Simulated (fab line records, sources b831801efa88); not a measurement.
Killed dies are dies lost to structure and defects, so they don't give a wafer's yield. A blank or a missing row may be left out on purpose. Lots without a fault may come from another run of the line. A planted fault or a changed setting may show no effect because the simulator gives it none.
Which tool did it? | flow sfq_line | 15 lots, 45 wafers sampled, at 1 step of a route of 325

WHAT THE GAUGES READ, wafer by wafer
The record holds no reading of a measuring or inspecting step that can be judged against a usual standard deviation.

WHICH TOOL RAN EACH LOT (tool, then ch and the chambers of the sampled wafers, then the start)
lot  | SFQ_TRILAYER_M2_STRIP_STRIP_061
L309 | rie_metal-03 ch 1, day 23 14:20
L310 | rie_metal-01 ch 0,1, day 23 17:32
L313 | rie_metal-04 ch 0,1, day 30 15:02
L316 | rie_metal-01 ch 0,1, day 31 01:38
L317 | rie_metal-03 ch 0, day 31 07:38
L318 | rie_metal-04 ch 0,1, day 31 08:50
L320 | rie_metal-01 ch 1, day 31 17:05
L322 | rie_metal-03 ch 0,1, day 31 19:29
L323 | rie_metal-01 ch 0,1, day 32 00:46
L326 | rie_metal-01 ch 0,1, day 32 04:10
L327 | rie_metal-04 ch 0,1, day 32 05:22
L328 | rie_metal-03 ch 1, day 32 06:34
L329 | rie_metal-04 ch 0,1, day 32 08:58
L330 | rie_metal-03 ch 0,1, day 32 10:10
L331 | rie_metal-01 ch 0,1, day 32 11:22
- SFQ_TRILAYER_M2_STRIP_STRIP_061: strips in O2.

WHAT THE TOOLS THEMSELVES READ (means of the sampled wafers that have a number; where no wafer has one, the mark that the record gives instead)
SFQ_TRILAYER_M2_STRIP_STRIP_061. Usual: chamber_pressure_mTorr 50.01 mTorr, standard deviation 0.043; drypump_motor_current_A 5.92 A, standard deviation 0.3; oes_product_au 1.004 a.u., standard deviation 0.011.
lot  | tool         | chamber_pressure_mTorr (mTorr) | drypump_motor_current_A (A) | oes_product_au (a.u.) | flag
L309 | rie_metal-03 | 50.02                          | 6.26                        | 1.017                 |
L310 | rie_metal-01 | 50.00                          | 5.77                        | 0.990                 |
L313 | rie_metal-04 | 50.00                          | 6.12                        | 1.018                 |
L316 | rie_metal-01 | -                              | -                           | -                     | OFF
L317 | rie_metal-03 | -                              | -                           | -                     | OFF
L318 | rie_metal-04 | -                              | -                           | -                     | OFF
L320 | rie_metal-01 | 50.04                          | 5.72                        | 0.994                 |
L322 | rie_metal-03 | 49.99                          | 5.79                        | 1.003                 |
L323 | rie_metal-01 | 50.02                          | 5.74                        | 0.994                 |
L326 | rie_metal-01 | 50.01                          | 5.76                        | 0.996                 |
L327 | rie_metal-04 | 50.04                          | 6.12                        | 1.005                 |
L328 | rie_metal-03 | 49.96                          | 6.31                        | 1.020                 |
L329 | rie_metal-04 | 50.01                          | 6.11                        | 1.007                 |
L330 | rie_metal-03 | 49.98                          | 6.06                        | 1.001                 |
L331 | rie_metal-01 | 49.99                          | 5.75                        | 0.994                 |

THE ANSWER, worked out from the rows above alone
Rule: a lot is off if the mean of its wafers that have a number lies more than 3 standard deviations from the usual mean. A lot without any number at a reading at which 4 lots or more have one is off too. The other lots that the step has rows for count as sound. The gauges are gone through in route order, then the tools' own readings, and for those a lot's mean is taken as printed above. The first step at which some lot is off is used, and at that step the reading that is off furthest; a lot without a number counts as furthest.
Off: L316, L317, L318, at SFQ_TRILAYER_M2_STRIP_STRIP_061 (chamber_pressure_mTorr). Without a number there: L316, L317, L318.
A tool fits if, at that step or a process step before it, it ran every lot that is off, and no sound lot after the first of them. None of those tried fits.

WHAT THE SIMULATOR HAD PUT IN
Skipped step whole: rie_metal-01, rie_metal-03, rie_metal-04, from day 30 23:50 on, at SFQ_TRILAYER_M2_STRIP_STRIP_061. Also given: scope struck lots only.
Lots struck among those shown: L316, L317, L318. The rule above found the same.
